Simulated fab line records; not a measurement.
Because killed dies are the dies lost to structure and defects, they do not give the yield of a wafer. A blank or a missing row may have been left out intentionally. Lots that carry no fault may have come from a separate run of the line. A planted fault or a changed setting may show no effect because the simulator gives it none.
fab line records | flow sky130 | part 1 of 2: steps 1 to 30 of 31
record: lots: 6 | wafers: 18 | last-day: 49
route steps=708 shown LI_CONTACT@375 LOCAL_INTERCONNECT@387 PAD_OPEN@708
lots untouched by any fault: they come from a run of this same line in which no faults occurred
start-h: hours from the record's first day to the start of the lot's first wafer shown | wait-h: time in hours since the lot's previous step | " same as the row above | L1.1+2: a single row standing in for several wafers | - no value, or no start given | * or withheld: withheld | < > ~ a bound
route shown NAME@n: NAME is a module with steps in the file, n the number in the route of the first one | usual: mean and standard deviation over wafers with no fault | same: alike in all rows | chamber/n: place in a boat | sites: each site's reading | _std_site: standard deviation across them | _edge_site: outer sites' mean less inner sites' | radius-mm: how far each site lies from the wafer's centre | mask NAME#n: copy n | behind: the last tool/chamber to shape the wafer | hold: reason for holding the lot/hours on hold/outcome of the hold | device: the n, p or np transistor that did not switch | end of line: the route-end tests of the same wafers | a step with no rows: only its recipe | killed: dies that structure and defects cost at the first sort, which is not the same as the wafer's yield | map: a wafer's dies, marking killed ones x, the rest . and places with no die _
set.NAME: the run value of the setting; set.NAME@STEP: its run value at that earlier step | model.NAME: the simulator's own value behind a step, which no gauge read
lots at some steps of the route; a table a step, a row a wafer
services: a tool's chamber out of use, with start hour (start-h, from the record's first day; less than 0 if before it), hours out, and reason
== steps ==
step: SKY_LI_CONTACT_OVL_MEAS_13
usual: LI_CONTACT_OVL: 2/5.8
lot.wafer | tool       | chamber | start-h | wait-h | LI_CONTACT_OVL[nm]
L173.1    | overlay-02 | -       | 675.27  | 0.1    | 2
L173.3    | "          | -       | "       | "      | -14
L173.6    | "          | -       | "       | "      | 8
L182.3    | overlay-02 | -       | 779.19  | 0.1    | 5
L182.4    | "          | -       | "       | "      | -7
L182.5    | "          | -       | "       | "      | 11
L184.2    | overlay-02 | -       | 784.54  | 0.1    | 8
L184.3    | "          | -       | "       | "      | -2
L184.5    | "          | -       | "       | "      | -5
L186.3    | overlay-02 | -       | 792.12  | 0.1    | 6
L186.5    | "          | -       | "       | "      | 8
L186.6    | "          | -       | "       | "      | 5
L187.3    | overlay-01 | -       | 796.40  | 0.1    | -4
L187.4    | "          | -       | "       | "      | 7
L187.5    | "          | -       | "       | "      | -1
L192.3    | overlay-02 | -       | 828.00  | 0.1    | 4
L192.4    | "          | -       | "       | "      | -4
L192.6    | "          | -       | "       | "      | 6
step: SKY_LI_CONTACT_ETCH_14
recipe: chemistry: N2/H2 | target: BARC | ion-energy-ev: 200 | source-w: 500 | bias-w: 97.51 | pressure-mtorr: 30 | n2-flow-sccm: 100 | h2-flow-sccm: 200 | stop-on: SiO2 | time-s: 45.9 | target-depth-a: 600
usual: drypump-motor-current-A: 5.65/0.23 | oes-product-au: 0.855/0.0049 | throttle-valve-pct: 13.224/0.01
lot.wafer | tool        | chamber | start-h | wait-h | drypump-motor-current-A | oes-product-au | rf-hours-counter-h | throttle-valve-pct
L173.1    | rie-diel-04 | 3       | 675.31  | 0.0    | 5.63                    | 0.866          | 25                 | 13.217
L173.3    | "           | 1       | "       | "      | 5.67                    | 0.858          | 0                  | 13.200
L173.6    | "           | 2       | "       | "      | 5.51                    | 0.852          | -                  | 13.227
L182.3    | rie-diel-01 | 2       | 779.21  | 0.0    | 6.02                    | 0.850          | 23                 | 13.226
L182.4    | "           | 1       | "       | "      | 5.76                    | 0.855          | 14                 | 13.218
L182.5    | "           | 2       | "       | "      | 6.00                    | 0.851          | -                  | 13.229
L184.2    | rie-diel-03 | 1       | 784.57  | 0.0    | 5.88                    | 0.860          | 17                 | 13.225
L184.3    | "           | 2       | "       | "      | 5.76                    | 0.854          | 21                 | 13.225
L184.5    | "           | 2       | "       | "      | 5.74                    | 0.857          | -                  | 13.213
L186.3    | rie-diel-04 | 2       | 792.15  | 0.0    | 5.48                    | 0.858          | 11                 | 13.201
L186.5    | "           | 2       | "       | "      | 5.48                    | 0.850          | -                  | 13.212
L186.6    | "           | 3       | "       | "      | 5.65                    | 0.849          | -                  | 13.215
L187.3    | rie-diel-01 | 1       | 796.42  | 0.0    | 5.75                    | 0.859          | 14                 | 13.210
L187.4    | "           | 0       | "       | "      | 5.56                    | 0.854          | -                  | 13.237
L187.5    | "           | 1       | "       | "      | 5.75                    | 0.861          | -                  | 13.218
L192.3    | rie-diel-03 | 2       | 828.02  | 0.0    | 5.73                    | 0.858          | 23                 | 13.223
L192.4    | "           | 0       | "       | "      | 5.08                    | 0.860          | 5                  | 13.221
L192.6    | "           | 1       | "       | "      | 5.87                    | 0.853          | -                  | 13.231
step: SKY_LI_CONTACT_ETCH_15
recipe: target: PSG | chemistry: C4F8/O2/Ar | stop-on: Si | taper-deg: 4.15 | mask-material: KrF-thick | source-w: 1500 | bias-w: 1200 | pressure-mtorr: 40 | c4f8-flow-sccm: withheld | O2_flow_sccm: 6 | Ar_flow_sccm: 300 | time-s: withheld | target-depth-a: 6000
step: SKY_LI_CONTACT_STRIP_16
recipe: chemistry: O2/N2 | power-w: 1400 | pressure-mtorr: 1500 | platen-temp-c: withheld | o2-flow-sccm: 3000 | n2-flow-sccm: 300 | overash-fraction: 0.5
step: SKY_LI_CONTACT_CLEAN_17
recipe: chemistry: NMP | time-s: 600 | temp-c: 60 | dry: n2-spin
step: SKY_LI_CONTACT_PRE_CLEAN_18
recipe: gas: Ar | time-s: 5.6 | bias-v: 358
step: SKY_LI_CONTACT_SPUTTER_19
recipe: material: Ti | target-thk-nm: 20 | chamber-pressure-pa: 5 | power-w: 2500 | substrate-temp-c: 200 | time-s: 106.37
usual: throttle-valve-pct: 30.7/0.58
lot.wafer | tool           | chamber | start-h | wait-h | throttle-valve-pct
L173.1    | pvd-sputter-01 | -       | 675.75  | 0.0    | 30.3
L173.3    | "              | -       | "       | "      | 31.4
L173.6    | "              | -       | "       | "      | 30.4
L182.3    | pvd-sputter-01 | -       | 779.63  | 0.0    | 30.4
L182.4    | "              | -       | "       | "      | 31.3
L182.5    | "              | -       | "       | "      | 29.8
L184.2    | pvd-sputter-01 | -       | 784.99  | 0.0    | 29.8
L184.3    | "              | -       | "       | "      | 30.3
L184.5    | "              | -       | "       | "      | 30.4
L186.3    | pvd-sputter-02 | -       | 792.58  | 0.0    | 31.0
L186.5    | "              | -       | "       | "      | 30.9
L186.6    | "              | -       | "       | "      | 30.9
L187.3    | pvd-sputter-01 | -       | 796.84  | 0.0    | 31.0
L187.4    | "              | -       | "       | "      | 29.9
L187.5    | "              | -       | "       | "      | 30.2
L192.3    | pvd-sputter-01 | -       | 828.62  | 0.0    | 30.4
L192.4    | "              | -       | "       | "      | 29.8
L192.6    | "              | -       | "       | "      | 31.2
step: SKY_LI_CONTACT_SPUTTER_20
recipe: material: TiN | target-thk-nm: 20 | chamber-pressure-pa: 5 | power-w: 4000 | time-s: 80
usual: throttle-valve-pct: 30.7/0.6
lot.wafer | tool           | chamber | start-h | wait-h | throttle-valve-pct
L173.1    | pvd-sputter-01 | -       | 675.82  | 0.0    | 30.3
L173.3    | "              | -       | "       | "      | 31.5
L173.6    | "              | -       | "       | "      | 30.4
L182.3    | pvd-sputter-01 | -       | 779.71  | 0.0    | 30.4
L182.4    | "              | -       | "       | "      | 31.0
L182.5    | "              | -       | "       | "      | 29.7
L184.2    | pvd-sputter-01 | -       | 785.07  | 0.0    | 29.7
L184.3    | "              | -       | "       | "      | 30.5
L184.5    | "              | -       | "       | "      | 30.6
L186.3    | pvd-sputter-02 | -       | 792.66  | 0.0    | 31.2
L186.5    | "              | -       | "       | "      | 30.7
L186.6    | "              | -       | "       | "      | 31.0
L187.3    | pvd-sputter-01 | -       | 796.92  | 0.0    | 31.1
L187.4    | "              | -       | "       | "      | 29.9
L187.5    | "              | -       | "       | "      | 30.4
L192.3    | pvd-sputter-01 | -       | 828.70  | 0.0    | 30.6
L192.4    | "              | -       | "       | "      | 29.9
L192.6    | "              | -       | "       | "      | 31.2
step: SKY_LI_CONTACT_CVD_21
recipe: material: W | target-thk-nm: 400 | time-s: 120.56 | temp-c: 400 | pressure-torr: 40
step: SKY_LI_CONTACT_RS_MEAS_22
recipe: thk-meas-gauge: four-point-probe | reads: W_of_LI_CONTACT_CVD_21+TiN_of_LI_CONTACT_SPUTTER_20+Ti_of_LI_CONTACT_SPUTTER_19
usual: LI_CONTACT_W_RS: 0.283/0.0055
lot.wafer | tool          | chamber | start-h | wait-h | LI_CONTACT_W_RS[ohm/sq]
L173.1    | film-metro-04 | -       | 676.01  | 0.1    | 0.293
L173.3    | "             | -       | "       | "      | 0.294
L173.6    | "             | -       | "       | "      | 0.294
L182.3    | film-metro-02 | -       | 779.93  | 0.1    | 0.289
L182.4    | "             | -       | "       | "      | 0.278
L182.5    | "             | -       | "       | "      | 0.287
L184.2    | film-metro-04 | -       | 785.28  | 0.1    | 0.284
L184.3    | "             | -       | "       | "      | 0.292
L184.5    | "             | -       | "       | "      | 0.285
L186.3    | film-metro-04 | -       | 792.89  | 0.1    | 0.277
L186.5    | "             | -       | "       | "      | 0.284
L186.6    | "             | -       | "       | "      | 0.275
L187.3    | film-metro-02 | -       | 797.15  | 0.1    | 0.274
L187.4    | "             | -       | "       | "      | 0.283
L187.5    | "             | -       | "       | "      | 0.281
L192.3    | film-metro-04 | -       | 828.92  | 0.1    | 0.282
L192.4    | "             | -       | "       | "      | 0.275
L192.6    | "             | -       | "       | "      | 0.282
step: SKY_LI_CONTACT_THK_MEAS_23
recipe: thk-meas-gauge: xrf | reads: W_of_LI_CONTACT_CVD_21
usual: LI_CONTACT_W_THK: 397/7.9
lot.wafer | tool          | chamber | start-h | wait-h | LI_CONTACT_W_THK[nm]
L173.1    | film-metro-04 | -       | 676.13  | 0.1    | 387
L173.3    | "             | -       | "       | "      | 386
L173.6    | "             | -       | "       | "      | 387
L182.3    | film-metro-02 | -       | 780.03  | 0.1    | 385
L182.4    | "             | -       | "       | "      | 405
L182.5    | "             | -       | "       | "      | 388
L184.2    | film-metro-04 | -       | 785.39  | 0.1    | 394
L184.3    | "             | -       | "       | "      | 386
L184.5    | "             | -       | "       | "      | 394
L186.3    | film-metro-04 | -       | 792.99  | 0.1    | 408
L186.5    | "             | -       | "       | "      | 396
L186.6    | "             | -       | "       | "      | 413
L187.3    | film-metro-02 | -       | 797.25  | 0.1    | 406
L187.4    | "             | -       | "       | "      | 395
L187.5    | "             | -       | "       | "      | 395
L192.3    | film-metro-04 | -       | 829.02  | 0.1    | 402
L192.4    | "             | -       | "       | "      | 412
L192.6    | "             | -       | "       | "      | 402
step: SKY_LI_CONTACT_CMP_24
recipe: stop-on: PSG | t-overpolish-s: 20 | down-force-psi: 3.5 | platen-rpm: 60 | target-thk-nm: 0 | pad-velocity-m-s: 0.94248
usual: motor-current-A: 11.1/1.1 | overpolish-run-s: 20.000/0.0094 | retaining-ring-pressure-frac: 1.000/0.0052 | time-to-endpoint-s: 98/6.6
lot.wafer | tool   | chamber | start-h | wait-h | motor-current-A | overpolish-run-s | retaining-ring-pressure-frac | time-to-endpoint-s
L173.3    | cmp-02 | 0       | 676.19  | 0.0    | 10.5            | 20.014           | 0.992                        | 94
L173.1    | "      | 1       | "       | "      | 11.4            | 19.986           | 1.008                        | 99
L173.6    | "      | 1       | "       | "      | 11.0            | 19.992           | 1.003                        | 101
L182.4    | cmp-01 | 2       | 780.08  | 0.0    | 12.0            | 19.999           | 0.997                        | 102
L182.3    | "      | 3       | "       | "      | 10.7            | 20.002           | 1.006                        | 99
L182.5    | "      | 3       | "       | "      | 10.8            | 20.016           | 1.008                        | 101
L184.2    | cmp-02 | 2       | 785.49  | 0.1    | 9.3             | 19.992           | 0.994                        | 89
L184.3    | "      | 0       | "       | "      | 11.4            | 20.005           | 0.999                        | 93
L184.5    | "      | 1       | "       | "      | 11.7            | 20.002           | 1.001                        | 102
L186.3    | cmp-01 | 0       | 793.13  | 0.1    | 11.3            | 19.990           | 0.989                        | 96
L186.5    | "      | 2       | "       | "      | 11.7            | 20.008           | 0.992                        | 106
L186.6    | "      | 3       | "       | "      | 10.7            | 20.000           | 1.000                        | 110
L187.4    | cmp-01 | 3       | 797.34  | 0.1    | 10.4            | 20.001           | 1.003                        | 105
L187.3    | "      | 1       | "       | "      | 10.9            | 20.001           | 1.012                        | 91
L187.5    | "      | 3       | "       | "      | 10.4            | 19.988           | 1.000                        | 104
L192.3    | cmp-01 | 0       | 829.06  | 0.0    | 11.1            | 20.007           | 1.002                        | 99
L192.4    | "      | 3       | "       | "      | 9.6             | 19.987           | 0.996                        | 111
L192.6    | "      | 1       | "       | "      | 10.6            | 20.011           | 0.988                        | 92
step: SKY_LOCAL_INTERCONNECT_SPUTTER_00
recipe: material: TiN | target-thk-nm: 100 | temp-c: 300 | power-w: 6500 | time-s: 83.3 | chamber-pressure-pa: 0.4
usual: throttle-valve-pct: 30.8/0.82
lot.wafer | tool           | chamber | start-h | wait-h | throttle-valve-pct | model.TiN_of_LOCAL_INTERCONNECT_SPUTTER_00.thk-nm
L173.1    | pvd-sputter-03 | -       | 676.49  | 0.2    | 29.8               | 100.7
L173.3    | "              | -       | "       | "      | 31.0               | 101
L173.6    | "              | -       | "       | "      | 31.7               | 98.5
L182.3    | pvd-sputter-03 | -       | 780.38  | 0.2    | 31.1               | 160.5
L182.4    | "              | -       | "       | "      | 31.6               | 158.5
L182.5    | "              | -       | "       | "      | 29.2               | 160.4
L184.2    | pvd-sputter-03 | -       | 785.74  | 0.2    | 31.1               | 159.9
L184.3    | "              | -       | "       | "      | 31.9               | 158.2
L184.5    | "              | -       | "       | "      | 31.8               | 158
L186.3    | pvd-sputter-04 | -       | 793.33  | 0.1    | 31.4               | 102.1
L186.5    | "              | -       | "       | "      | 30.7               | 101.9
L186.6    | "              | -       | "       | "      | 30.7               | 101.9
L187.3    | pvd-sputter-04 | -       | 797.59  | 0.1    | 31.6               | 99.64
L187.4    | "              | -       | "       | "      | 30.6               | 102.3
L187.5    | "              | -       | "       | "      | 31.6               | 101.4
L192.3    | pvd-sputter-02 | -       | 829.36  | 0.2    | 31.0               | 101.8
L192.4    | "              | -       | "       | "      | 30.8               | 101.1
L192.6    | "              | -       | "       | "      | 30.9               | 101.4
step: SKY_LOCAL_INTERCONNECT_RS_MEAS_01
recipe: thk-meas-gauge: four-point-probe | reads: TiN_of_LOCAL_INTERCONNECT_SPUTTER_00
usual: LOCAL_INTERCONNECT_TIN_RS: 14.03/0.21
lot.wafer | tool          | chamber | start-h | wait-h | LOCAL_INTERCONNECT_TIN_RS[ohm/sq]
L173.1    | film-metro-03 | -       | 676.55  | 0.0    | 14.07
L173.3    | "             | -       | "       | "      | 14.01
L173.6    | "             | -       | "       | "      | 14.38
L182.3    | film-metro-01 | -       | 780.48  | 0.1    | 8.68
L182.4    | "             | -       | "       | "      | 8.77
L182.5    | "             | -       | "       | "      | 8.67
L184.2    | film-metro-04 | -       | 785.82  | 0.1    | 8.70
L184.3    | "             | -       | "       | "      | 8.78
L184.5    | "             | -       | "       | "      | 8.82
L186.3    | film-metro-04 | -       | 793.43  | 0.1    | 13.87
L186.5    | "             | -       | "       | "      | 13.88
L186.6    | "             | -       | "       | "      | 13.86
L187.3    | film-metro-01 | -       | 797.69  | 0.1    | 14.21
L187.4    | "             | -       | "       | "      | 13.79
L187.5    | "             | -       | "       | "      | 13.92
L192.3    | film-metro-01 | -       | 829.47  | 0.1    | 13.89
L192.4    | "             | -       | "       | "      | 13.98
L192.6    | "             | -       | "       | "      | 13.95
step: SKY_LOCAL_INTERCONNECT_THK_MEAS_02
recipe: thk-meas-gauge: xrf | reads: TiN_of_LOCAL_INTERCONNECT_SPUTTER_00
usual: LOCAL_INTERCONNECT_TIN_THK: 100.8/1.6
lot.wafer | tool          | chamber | start-h | wait-h | LOCAL_INTERCONNECT_TIN_THK[nm]
L173.1    | film-metro-03 | -       | 676.67  | 0.1    | 100.9
L173.3    | "             | -       | "       | "      | 100.8
L173.6    | "             | -       | "       | "      | 98.5
L182.3    | film-metro-01 | -       | 780.58  | 0.1    | 161.6
L182.4    | "             | -       | "       | "      | 159.6
L182.5    | "             | -       | "       | "      | 161.7
L184.2    | film-metro-04 | -       | 785.93  | 0.1    | 158.5
L184.3    | "             | -       | "       | "      | 157.1
L184.5    | "             | -       | "       | "      | 156.7
L186.3    | film-metro-04 | -       | 793.53  | 0.1    | 101.3
L186.5    | "             | -       | "       | "      | 101.3
L186.6    | "             | -       | "       | "      | 101.6
L187.3    | film-metro-01 | -       | 797.79  | 0.1    | 100.0
L187.4    | "             | -       | "       | "      | 102.9
L187.5    | "             | -       | "       | "      | 101.8
L192.3    | film-metro-01 | -       | 829.57  | 0.1    | 101.9
L192.4    | "             | -       | "       | "      | 101.6
L192.6    | "             | -       | "       | "      | 102.0
step: SKY_LOCAL_INTERCONNECT_DEHYDRATE_03
recipe: temp-c: 200 | time-s: 60
step: SKY_LOCAL_INTERCONNECT_HMDS_04
recipe: prime-time-s: 60 | prime-temp-c: 120
step: SKY_LOCAL_INTERCONNECT_COAT_05
recipe: resist: BARC | temp-c: withheld | time-s: withheld | spin-rpm: 3000 | resist-thk-nm: 60
step: SKY_LOCAL_INTERCONNECT_COAT_06
recipe: resist: KrF-thick | spin-rpm: 2949 | resist-thk-nm: 450
step: SKY_LOCAL_INTERCONNECT_SOFTBAKE_07
recipe: temp-c: 100 | time-s: 90 | resist: KrF-thick
step: SKY_LOCAL_INTERCONNECT_EXPOSE_08
recipe: mask-id: LI1M | na: 0.8 | source-shape: annular | sigma-inner: 0.55 | sigma-outer: 0.85 | target-cd-nm: 170 | dose-mj: 28
step: SKY_LOCAL_INTERCONNECT_PEB_09
recipe: peb-temp-c: withheld | peb-time-s: withheld | resist: KrF-thick
step: SKY_LOCAL_INTERCONNECT_DEVELOP_10
recipe: develop-time-s: 60 | resist: KrF-thick | dev-temp-c: 21
step: SKY_LOCAL_INTERCONNECT_CD_MEAS_11
recipe: target-cd-nm: 170
usual: cd-nm: 169.9/1.4
lot.wafer | tool      | chamber | start-h | wait-h | cd-nm
L173.1    | cd-sem-02 | -       | 704.45  | -      | 172.7
L173.3    | "         | -       | "       | "      | 171.7
L173.6    | "         | -       | "       | "      | 172.3
L182.3    | cd-sem-01 | -       | 806.76  | -      | 171.6
L182.4    | "         | -       | "       | "      | 170.5
L182.5    | "         | -       | "       | "      | 170.9
L184.2    | cd-sem-01 | -       | 812.55  | -      | 169.4
L184.3    | "         | -       | "       | "      | 169.0
L184.5    | "         | -       | "       | "      | 167.7
L186.3    | cd-sem-02 | -       | 820.29  | -      | 171.2
L186.5    | "         | -       | "       | "      | 171.8
L186.6    | "         | -       | "       | "      | 170.9
L187.3    | cd-sem-02 | -       | 824.61  | -      | 168.9
L187.4    | "         | -       | "       | "      | 167.7
L187.5    | "         | -       | "       | "      | 168.0
L192.3    | cd-sem-01 | -       | 855.30  | -      | 171.7
L192.4    | "         | -       | "       | "      | 169.7
L192.6    | "         | -       | "       | "      | 170.5
step: SKY_LOCAL_INTERCONNECT_OVL_MEAS_12
usual: LOCAL_INTERCONNECT_OVL: -1/5.4
lot.wafer | tool       | chamber | start-h | wait-h | LOCAL_INTERCONNECT_OVL[nm]
L173.1    | overlay-01 | -       | 704.57  | 0.1    | 1
L173.3    | "          | -       | "       | "      | 4
L173.6    | "          | -       | "       | "      | 3
L182.3    | overlay-02 | -       | 806.85  | 0.1    | -4
L182.4    | "          | -       | "       | "      | 4
L182.5    | "          | -       | "       | "      | 2
L184.2    | overlay-02 | -       | 812.66  | 0.1    | -5
L184.3    | "          | -       | "       | "      | -2
L184.5    | "          | -       | "       | "      | 4
L186.3    | overlay-02 | -       | 820.39  | 0.1    | 3
L186.5    | "          | -       | "       | "      | 3
L186.6    | "          | -       | "       | "      | 6
L187.3    | overlay-01 | -       | 824.70  | 0.1    | 2
L187.4    | "          | -       | "       | "      | 2
L187.5    | "          | -       | "       | "      | 5
L192.3    | overlay-02 | -       | 855.39  | 0.1    | 0
L192.4    | "          | -       | "       | "      | 2
L192.6    | "          | -       | "       | "      | -3
step: SKY_LOCAL_INTERCONNECT_ETCH_13
recipe: chemistry: N2/H2 | target: BARC | ion-energy-ev: 200 | bias-w: 100 | pressure-mtorr: 30 | n2-flow-sccm: 100 | h2-flow-sccm: 200 | icp-w: 500 | stop-on: SiO2 | time-s: 45.9 | target-depth-a: 600
usual: drypump-motor-current-A: 6.00/0.27 | oes-product-au: 0.855/0.0045 | throttle-valve-pct: 13.224/0.0088
lot.wafer | tool         | chamber | start-h | wait-h | drypump-motor-current-A | oes-product-au | rf-hours-counter-h | throttle-valve-pct
L173.1    | rie-metal-02 | 0       | 704.61  | 0.0    | 6.23                    | 0.854          | 7                  | 13.232
L173.3    | "            | 1       | "       | "      | 6.07                    | 0.851          | -                  | 13.222
L173.6    | "            | 1       | "       | "      | 6.05                    | 0.849          | -                  | 13.229
L182.3    | rie-metal-02 | 0       | 806.91  | 0.1    | 6.21                    | 0.855          | -                  | 13.217
L182.4    | "            | 0       | "       | "      | 6.17                    | 0.854          | -                  | 13.217
L182.5    | "            | 0       | "       | "      | 6.17                    | 0.858          | -                  | 13.207
L184.2    | rie-metal-02 | 0       | 812.71  | 0.0    | 6.18                    | 0.860          | -                  | 13.197
L184.3    | "            | 0       | "       | "      | 6.18                    | 0.856          | -                  | 13.223
L184.5    | "            | 0       | "       | "      | 6.21                    | 0.856          | -                  | 13.228
L186.3    | rie-metal-02 | 1       | 820.43  | 0.0    | 6.04                    | 0.842          | -                  | 13.222
L186.5    | "            | 1       | "       | "      | 6.03                    | 0.860          | -                  | 13.217
L186.6    | "            | 0       | "       | "      | 6.17                    | 0.859          | -                  | 13.218
L187.3    | rie-metal-02 | 0       | 824.74  | 0.0    | 6.23                    | 0.858          | -                  | 13.219
L187.4    | "            | 1       | "       | "      | 6.05                    | 0.854          | -                  | 13.228
L187.5    | "            | 1       | "       | "      | 6.06                    | 0.857          | -                  | 13.221
L192.3    | rie-metal-01 | 1       | 855.45  | 0.1    | 6.23                    | 0.857          | -                  | 13.241
L192.4    | "            | 1       | "       | "      | 6.25                    | 0.859          | -                  | 13.216
L192.6    | "            | 1       | "       | "      | 6.21                    | 0.845          | -                  | 13.238
step: SKY_LOCAL_INTERCONNECT_METAL_ETCH_14
recipe: target-depth-nm: 110 | stop-on: PSG | chemistry: Cl2/BCl3 | target: TiN | resist-sidewall-deg: 88 | pressure-mtorr: 10 | icp-w: 900 | bias-w: 48.5 | Cl2_flow_sccm: 60 | bcl3-flow-sccm: 30 | time-s: 31.4
usual: drypump-motor-current-A: 5.99/0.27 | oes-product-au: 0.946/0.0093 | throttle-valve-pct: 21.898/0.011
lot.wafer | tool         | chamber | start-h | wait-h | drypump-motor-current-A | oes-product-au | rf-hours-counter-h | throttle-valve-pct
L173.1    | rie-metal-02 | 0       | 704.67  | 0.0    | 6.20                    | 0.944          | 7                  | 21.914
L173.3    | "            | 1       | "       | "      | 6.05                    | 0.942          | -                  | 21.889
L173.6    | "            | 1       | "       | "      | 6.06                    | 0.944          | -                  | 21.910
L182.3    | rie-metal-02 | 0       | 807.03  | 0.1    | 6.18                    | 1.017          | -                  | 21.851
L182.4    | "            | 0       | "       | "      | 6.20                    | 1.021          | -                  | 21.860
L182.5    | "            | 0       | "       | "      | 6.18                    | 1.021          | -                  | 21.853
L184.2    | rie-metal-02 | 0       | 812.83  | 0.1    | 6.17                    | 1.015          | -                  | 21.844
L184.3    | "            | 0       | "       | "      | 6.19                    | 1.026          | -                  | 21.846
L184.5    | "            | 0       | "       | "      | 6.18                    | 1.027          | -                  | 21.852
L186.3    | rie-metal-02 | 1       | 820.49  | 0.0    | 6.04                    | 0.957          | -                  | 21.896
L186.5    | "            | 1       | "       | "      | 6.04                    | 0.951          | -                  | 21.902
L186.6    | "            | 0       | "       | "      | 6.24                    | 0.950          | -                  | 21.887
L187.3    | rie-metal-02 | 0       | 824.80  | 0.0    | 6.19                    | 0.930          | -                  | 21.893
L187.4    | "            | 1       | "       | "      | 6.03                    | 0.955          | -                  | 21.894
L187.5    | "            | 1       | "       | "      | 6.02                    | 0.947          | -                  | 21.887
L192.3    | rie-metal-01 | 1       | 855.57  | 0.1    | 6.24                    | 0.953          | -                  | 21.902
L192.4    | "            | 1       | "       | "      | 6.22                    | 0.957          | -                  | 21.900
L192.6    | "            | 1       | "       | "      | 6.25                    | 0.947          | -                  | 21.895
step: SKY_LOCAL_INTERCONNECT_STRIP_15
recipe: chemistry: O2/N2 | power-w: 1400 | pressure-mtorr: 1500 | platen-temp-c: withheld | o2-flow-sccm: 3000 | n2-flow-sccm: 300 | overash-fraction: 0.5
step: SKY_LOCAL_INTERCONNECT_STRIP_16
recipe: chemistry: post-etch-residue-remover | time-s: 1200 | temp-c: 72.5
lot.wafer | tool         | chamber | start-h | wait-h | model.TiN_of_LOCAL_INTERCONNECT_SPUTTER_00.thk-nm
L173.1    | wet-bench-03 | 3       | 704.82  | 0.1    | 100.2
L173.3    | "            | 3       | "       | "      | 100.6
L173.6    | "            | 3       | "       | "      | 98.08
L182.3+5  | wet-bench-02 | 3       | 807.20  | 0.0    | 160
L182.4    | "            | 3       | "       | "      | 158
L184.2    | wet-bench-03 | 2       | 813.02  | 0.1    | 159.5
L184.3    | "            | 2       | "       | "      | 157.8
L184.5    | "            | 2       | "       | "      | 157.6
L186.3    | wet-bench-02 | 3       | 820.63  | 0.0    | 101.7
L186.5+6  | "            | 3       | "       | "      | 101.5
L187.3    | wet-bench-03 | 0       | 824.94  | 0.0    | 99.22
L187.4    | "            | 0       | "       | "      | 101.9
L187.5    | "            | 0       | "       | "      | 101
L192.3    | wet-bench-02 | 3       | 855.74  | 0.0    | 101.4
L192.4    | "            | 3       | "       | "      | 100.7
L192.6    | "            | 3       | "       | "      | 101
step: SKY_LOCAL_INTERCONNECT_CLEAN_17
recipe: chemistry: IPA | time-s: 180 | temp-c: 25
== key ==
first-sign: step: SKY_LOCAL_INTERCONNECT_RS_MEAS_01 | reading: LOCAL_INTERCONNECT_TIN_RS | direction: down | sigmas: 25 | usual: 14.03 | struck: 8.74
effect: step: SKY_LOCAL_INTERCONNECT_THK_MEAS_02 | reading: LOCAL_INTERCONNECT_TIN_THK | direction: up | sigmas: 36 | usual: 100.8 | struck: 159.2
effect: step: SKY_LOCAL_INTERCONNECT_METAL_ETCH_14 | reading: oes-product-au | direction: up | sigmas: 8.1 | usual: 0.946 | struck: 1.021
effect: step: SKY_PAD_OPEN_PROBE_99 | reading: killed-at-contacts | direction: up | sigmas: 80 | usual: 25 | struck: 427
model-effect: step: SKY_LOCAL_INTERCONNECT_SPUTTER_00 | value: TiN_of_LOCAL_INTERCONNECT_SPUTTER_00.thk-nm | without: 100.7 | struck: 159.3
model-effect: step: SKY_LOCAL_INTERCONNECT_STRIP_16 | value: TiN_of_LOCAL_INTERCONNECT_SPUTTER_00.thk-nm | without: 100.3 | struck: 158.8
more-kills-born-at: SKY_LOCAL_INTERCONNECT_METAL_ETCH_14@rie-metal-02: 2402
met-at SKY_LOCAL_INTERCONNECT_SPUTTER_00
struck-wafers L182.3,L182.4,L182.5,L184.2,L184.3,L184.5
later-rows-left-out L182.3,L182.4,L182.5,L184.2,L184.3,L184.5
tester-left-out L182,L184
onset-between 676.49 780.38
fault: kind: process-parameter-drift | tool: pvd-sputter-03 | chamber: - | onset-h: 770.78 | steps: SKY_LOCAL_INTERCONNECT_SPUTTER_00 | channel: target-thk-nm | offset: 58.58 | shape: step | end-h: 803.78 | acts-in: these-recipes-only | stated: 100
tester-left-out: of these lots the tester's yield and bins aren't shown, on N5 and GAA mostly nor the transistor test; their killed dies are dies lost to structure and defects alone, not to doping, threshold or leakage, so they don't give the yield
later-rows-left-out: the simulator's readings of these wafers behind a module that went badly wrong aren't trusted and aren't shown, but for the sort
